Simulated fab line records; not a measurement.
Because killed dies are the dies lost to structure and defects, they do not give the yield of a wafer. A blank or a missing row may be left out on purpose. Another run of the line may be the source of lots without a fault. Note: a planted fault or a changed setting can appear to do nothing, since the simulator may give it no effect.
fab line records	flow sky130
[record] lots = 15	wafers = 45	last_day = 51
route steps=708 shown CAP2M@604 VIA4@656 PASSIVATION@691
lots with no fault: from the same line, run without faults
start_h: the number of hours between the record's first day and the start of the first shown wafer of the lot	wait_h: hours from the lot's prior step to this one	" unchanged from the row above	L1.1+2: a single row standing in for several wafers	- no value, or no start given	* or withheld: withheld	< > ~ a bound
route shown NAME@n: a module of which the file shows steps, and the number in the route of the first	usual: average and standard deviation across the fault-free wafers	same: alike in all rows	chamber/n: place in a boat	sites: the reading at each site	_std_site: standard deviation across them	_edge_site: mean of outer sites minus mean of inner sites	radius_mm: for every site, how far away it sits from the centre of the wafer	mask NAME#n: copy n	behind: tool/chamber where the wafer was last shaped	hold: the reason the lot was held/the length of the hold in hours/how it ended	device: the transistor (n, p or np) that didn't switch	end of line: at the end of the route, the tests of the same wafers	a step given without rows: its recipe and nothing more	killed: the dies lost at the first sort to structure and to defects; this is not the yield of the wafer	map: dies across one wafer; x = killed, . = not, _ = none there
set.NAME: setting as actually run; set.NAME@STEP: the setting as run at that earlier step	model.NAME: the simulator's own value behind a step, which no gauge read
steps of the route over a sample of lots; a table a step, a row a wafer
services: from which hour (start_h, from the record's first day; less than 0 if before it) a tool's chamber was out of use, for how many hours, and why
[[steps]]
[step SKY_CAP2M_THK_MEAS_01]
[recipe] reads = SiO2_of_CAP2M_CVD_00
[usual] CAP2M_CVD_00_THK = 15.51/0.26
lot.wafer	tool	chamber	start_h	wait_h	CAP2M_CVD_00_THK[nm]
L216.1	film_metro-02	-	949.69	-	15.26
L216.2	"	-	"	"	14.97
L216.6	"	-	"	"	15.34
L218.2	film_metro-01	-	965.69	-	15.34
L218.3	"	-	"	"	15.39
L218.6	"	-	"	"	15.53
L222.1	film_metro-01	-	1000.97	-	15.58
L222.3	"	-	"	"	15.78
L222.5	"	-	"	"	15.81
L223.1	film_metro-01	-	1002.58	-	15.68
L223.4	"	-	"	"	16.00
L223.5	"	-	"	"	15.85
L224.1	film_metro-01	-	1017.96	-	15.17
L224.2	"	-	"	"	15.12
L224.5	"	-	"	"	15.39
L230.1	film_metro-02	-	1045.80	-	15.62
L230.2	"	-	"	"	15.45
L230.3	"	-	"	"	15.30
L229.2	film_metro-01	-	1047.11	-	15.51
L229.5	"	-	"	"	15.56
L229.6	"	-	"	"	15.75
L231.3	film_metro-01	-	1048.48	-	15.31
L231.4	"	-	"	"	15.41
L231.6	"	-	"	"	15.45
L232.2	film_metro-01	-	1055.37	-	15.24
L232.3	"	-	"	"	15.43
L232.5	"	-	"	"	15.40
L233.1	film_metro-01	-	1058.24	-	15.42
L233.4	"	-	"	"	15.44
L233.5	"	-	"	"	15.80
L234.2	film_metro-01	-	1067.31	-	15.33
L234.5	"	-	"	"	15.67
L234.6	"	-	"	"	15.52
L236.2	film_metro-04	-	1075.46	-	15.18
L236.3	"	-	"	"	15.52
L236.6	"	-	"	"	15.74
L237.3	film_metro-02	-	1079.93	-	15.28
L237.4	"	-	"	"	15.83
L237.5	"	-	"	"	15.42
L238.1	film_metro-04	-	1089.60	-	15.53
L238.2	"	-	"	"	15.91
L238.4	"	-	"	"	16.08
L239.4	film_metro-01	-	1099.10	-	15.20
L239.5	"	-	"	"	15.25
L239.6	"	-	"	"	14.81
[step SKY_CAP2M_STRIP_14]
[recipe] chemistry = O2/N2	power_w = 1400	pressure_mtorr = 1500	platen_temp_c = withheld	o2_flow_sccm = 3000	n2_flow_sccm = 300	overash_fraction = 0.5
[usual] drypump_motor_current_A = 5.5/0.31	oes_product_au = 0.710/0.0044	strip_time_to_endpoint_s = 12.66/0.044
lot.wafer	tool	chamber	start_h	wait_h	drypump_motor_current_A	oes_product_au	rf_hours_counter_h	strip_time_to_endpoint_s
L216.1	plasma_asher-03	1	974.51	0.1	5.3	0.714	115	12.66
L216.2	"	0	"	"	5.3	0.706	115	12.67
L216.6	"	0	"	"	5.3	0.715	-	12.65
L218.2	plasma_asher-03	0	990.75	0.1	5.3	0.701	117	12.65
L218.3	"	0	"	"	5.3	0.716	-	12.64
L218.6	"	0	"	"	5.3	0.713	-	12.63
L222.1	plasma_asher-04	0	1025.61	0.1	5.9	0.700	59	12.66
L222.3	"	1	"	"	5.9	0.714	-	12.68
L222.5	"	0	"	"	5.9	0.701	-	12.69
L223.1	plasma_asher-04	0	1026.18	0.1	5.9	0.709	59	12.72
L223.4	"	0	"	"	5.9	0.711	-	12.73
L223.5	"	1	"	"	5.8	0.717	-	12.67
L224.1	plasma_asher-04	0	1042.10	0.1	5.9	0.708	60	12.67
L224.2	"	1	"	"	5.9	0.711	60	12.72
L224.5	"	0	"	"	5.9	0.711	-	12.67
L230.1	plasma_asher-01	0	1069.20	0.1	5.1	0.708	94	12.66
L230.2	"	1	"	"	5.3	0.713	94	12.73
L230.3	"	0	"	"	5.1	0.708	-	12.70
L229.2	plasma_asher-01	0	1070.08	0.1	5.1	0.711	94	12.65
L229.5	"	1	"	"	5.3	0.708	-	12.66
L229.6	"	0	"	"	5.1	0.704	-	12.63
L231.3	plasma_asher-04	1	1071.21	0.1	5.9	0.714	-	12.67
L231.4	"	0	"	"	5.9	0.706	-	12.66
L231.6	"	0	"	"	5.9	0.715	-	12.64
L232.2	plasma_asher-03	0	1077.25	0.1	5.3	0.720	1	12.67
L232.3	"	1	"	"	5.2	0.709	-	12.67
L232.5	"	0	"	"	5.3	0.718	-	12.61
L233.1	plasma_asher-04	0	1080.68	0.1	5.9	0.713	64	12.61
L233.4	"	1	"	"	5.9	0.703	-	12.64
L233.5	"	1	"	"	5.9	0.716	-	12.62
L234.2	plasma_asher-04	0	1089.48	0.1	5.9	0.712	65	12.70
L234.5	"	1	"	"	5.8	0.703	-	12.65
L234.6	"	0	"	"	5.9	0.706	-	12.64
L236.2	plasma_asher-04	0	1097.33	0.1	5.9	0.716	66	12.72
L236.3	"	1	"	"	5.9	0.705	-	12.76
L236.6	"	1	"	"	5.9	0.704	-	12.67
L237.3	plasma_asher-04	0	1101.29	0.1	5.9	0.712	-	12.62
L237.4	"	1	"	"	5.8	0.713	-	12.58
L237.5	"	0	"	"	5.9	0.709	-	12.63
L238.1	plasma_asher-01	1	1111.06	0.1	5.3	0.709	98	12.61
L238.2	"	0	"	"	5.1	0.703	98	12.60
L238.4	"	1	"	"	5.3	0.698	-	12.65
L239.4	plasma_asher-03	1	1119.94	0.1	5.3	0.717	-	12.70
L239.5	"	0	"	"	5.3	0.709	-	12.66
L239.6	"	1	"	"	5.2	0.710	-	12.67
[step SKY_VIA4_SPUTTER_17]
[recipe] material = TiN	target_thk_nm = 20	chamber_pressure_pa = 5	power_w = 4000	time_s = 80
[usual] throttle_valve_pct = 30.4/1.2
lot.wafer	tool	chamber	start_h	wait_h	throttle_valve_pct
L216.1	pvd_sputter-02	-	1025.44	0.0	30.8
L216.2	"	-	"	"	29.7
L216.6	"	-	"	"	31.2
L218.2	pvd_sputter-03	-	1041.52	0.0	28.9
L218.3	"	-	"	"	30.6
L218.6	"	-	"	"	28.7
L222.1	pvd_sputter-04	-	1074.07	0.0	31.6
L222.3	"	-	"	"	29.4
L222.5	"	-	"	"	31.4
L223.1	pvd_sputter-04	-	1075.67	0.0	29.4
L223.4	"	-	"	"	31.6
L223.5	"	-	"	"	31.4
L224.1	pvd_sputter-03	-	1090.56	0.0	30.8
L224.2	"	-	"	"	28.6
L224.5	"	-	"	"	28.9
L230.1	pvd_sputter-04	-	1114.98	0.0	31.4
L230.2	"	-	"	"	30.5
L230.3	"	-	"	"	29.6
L229.2	pvd_sputter-03	-	1115.24	0.0	28.2
L229.5	"	-	"	"	28.0
L229.6	"	-	"	"	28.9
L231.3	pvd_sputter-02	-	1116.39	0.0	29.4
L231.4	"	-	"	"	30.8
L231.6	"	-	"	"	30.1
L232.2	pvd_sputter-02	-	1122.20	0.0	30.1
L232.3	"	-	"	"	30.0
L232.5	"	-	"	"	30.8
L233.1	pvd_sputter-02	-	1125.19	0.0	30.2
L233.4	"	-	"	"	30.0
L233.5	"	-	"	"	29.9
L234.2	pvd_sputter-04	-	1134.02	0.0	31.6
L234.5	"	-	"	"	29.4
L234.6	"	-	"	"	30.6
L236.2	pvd_sputter-02	-	1141.69	0.0	30.1
L236.3	"	-	"	"	30.1
L236.6	"	-	"	"	31.1
L237.3	pvd_sputter-04	-	1144.42	0.0	32.3
L237.4	"	-	"	"	31.7
L237.5	"	-	"	"	32.5
L238.1	pvd_sputter-03	-	1153.13	0.0	30.5
L238.2	"	-	"	"	28.4
L238.4	"	-	"	"	28.8
L239.4	pvd_sputter-04	-	1162.27	0.0	31.6
L239.5	"	-	"	"	31.7
L239.6	"	-	"	"	32.2
[step SKY_PASSIVATION_DEVELOP_10]
[recipe] develop_time_s = 60	dev_temp_c = 23
[usual] chill_plate_temp_C = 23.01/0.1	develop_time_s = 60/0
lot.wafer	tool	chamber	start_h	wait_h	chill_plate_temp_C	develop_time_s
L216.1	litho_track-02	0	1073	-	23.00	60
L216.2	"	0	"	"	23.13	60
L216.6	"	0	1074	-	23.00	60
L218.2	litho_track-01	0	1088	-	22.99	60
L218.3	"	0	"	"	23.08	60
L218.6	"	0	"	"	23.03	60
L222.1	litho_track-02	-	1118	-	-	-
L222.3	"	-	"	"	-	-
L222.5	"	-	1119	-	-	-
L223.1	litho_track-03	-	1119	-	-	-
L223.4	"	-	1120	-	-	-
L223.5	"	-	"	"	-	-
L224.1	litho_track-03	-	1133	-	-	-
L224.2	"	-	"	"	-	-
L224.5	"	-	"	"	-	-
L230.1	litho_track-01	0	1155	-	23.09	60
L230.2	"	0	1156	-	23.12	60
L230.3	"	0	"	"	23.17	60
L229.2	litho_track-02	0	1156	-	23.04	60
L229.5	"	0	1157	-	22.91	60
L229.6	"	0	"	"	22.97	60
L231.3	litho_track-02	0	1157	-	22.99	60
L231.4	"	0	"	"	23.15	60
L231.6	"	0	"	"	23.09	60
L232.2	litho_track-03	0	1163	-	23.18	60
L232.3	"	0	"	"	22.95	60
L232.5	"	0	"	"	23.01	60
L233.1	litho_track-03	0	1165	-	22.95	60
L233.4	"	0	"	"	23.00	60
L233.5	"	0	"	"	22.91	60
L234.2	litho_track-02	0	1174	-	23.11	60
L234.5	"	0	"	"	23.26	60
L234.6	"	0	"	"	23.11	60
L236.2	litho_track-02	0	1179	-	22.97	60
L236.3	"	0	"	"	23.07	60
L236.6	"	0	1180	-	23.03	60
L237.3	litho_track-01	0	1183	-	23.10	60
L237.4	"	0	"	"	23.00	60
L237.5	"	0	"	"	22.68	60
L238.1	litho_track-03	0	1190	-	22.85	60
L238.2	"	0	"	"	22.92	60
L238.4	"	0	"	"	22.93	60
L239.4	litho_track-02	0	1199	-	23.07	60
L239.5	"	0	"	"	23.08	60
L239.6	"	0	"	"	23.08	60
[[services]]
tool	chamber	start_h	hours	kind
plasma_asher-01	-	986.99	2.8	pm
litho_track-02	-	1027.07	-	consumable_replace:filter
plasma_asher-03	-	1055.25	9.0	pm
plasma_asher-03	0	1055.25	9.0	vent_cycle
plasma_asher-03	1	1055.25	9.0	vent_cycle
plasma_asher-03	0	1064.25	-	clean
plasma_asher-03	1	1064.25	-	clean
plasma_asher-03	-	1078.60	2.1	repair
plasma_asher-01	-	1118.37	2.7	repair
pvd_sputter-03	-	1123.26	1.4	repair
pvd_sputter-04	-	1170.01	1.5	repair
pvd_sputter-02	-	1174.46	3.8	repair
pvd_sputter-04	-	1185.28	8.7	repair
pvd_sputter-04	-	1193.85	0.5	repair
[[key]]
[first_sign] step = SKY_PASSIVATION_DEVELOP_10	reading = tool_record	direction = missing
effect none on later readings
met_at SKY_PASSIVATION_DEVELOP_10
struck_lots L222,L223,L224
later_rows_left_out L222.1,L222.3,L222.5,L223.1,L223.4,L223.5,L224.1,L224.2,L224.5
sort_left_out L222.1,L222.3,L222.5,L223.1,L223.4,L223.5,L224.1,L224.2,L224.5
not_acting_at SKY_CAP2M_THK_MEAS_01,SKY_CAP2M_STRIP_14,SKY_VIA4_SPUTTER_17
onset_between 1073 1118
[fault] kind = skipped_step_whole	tool = litho_track-02,litho_track-03	chamber = -	onset_h = 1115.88	steps = SKY_PASSIVATION_DEVELOP_10	scope = struck_lots_only
// sort_left_out: the simulated sort isn't trusted on such a fault, so these wafers' sort isn't shown, and their yield isn't known
// later_rows_left_out: the simulator's readings of these wafers behind a module that went badly wrong aren't trusted and aren't shown, but for the sort
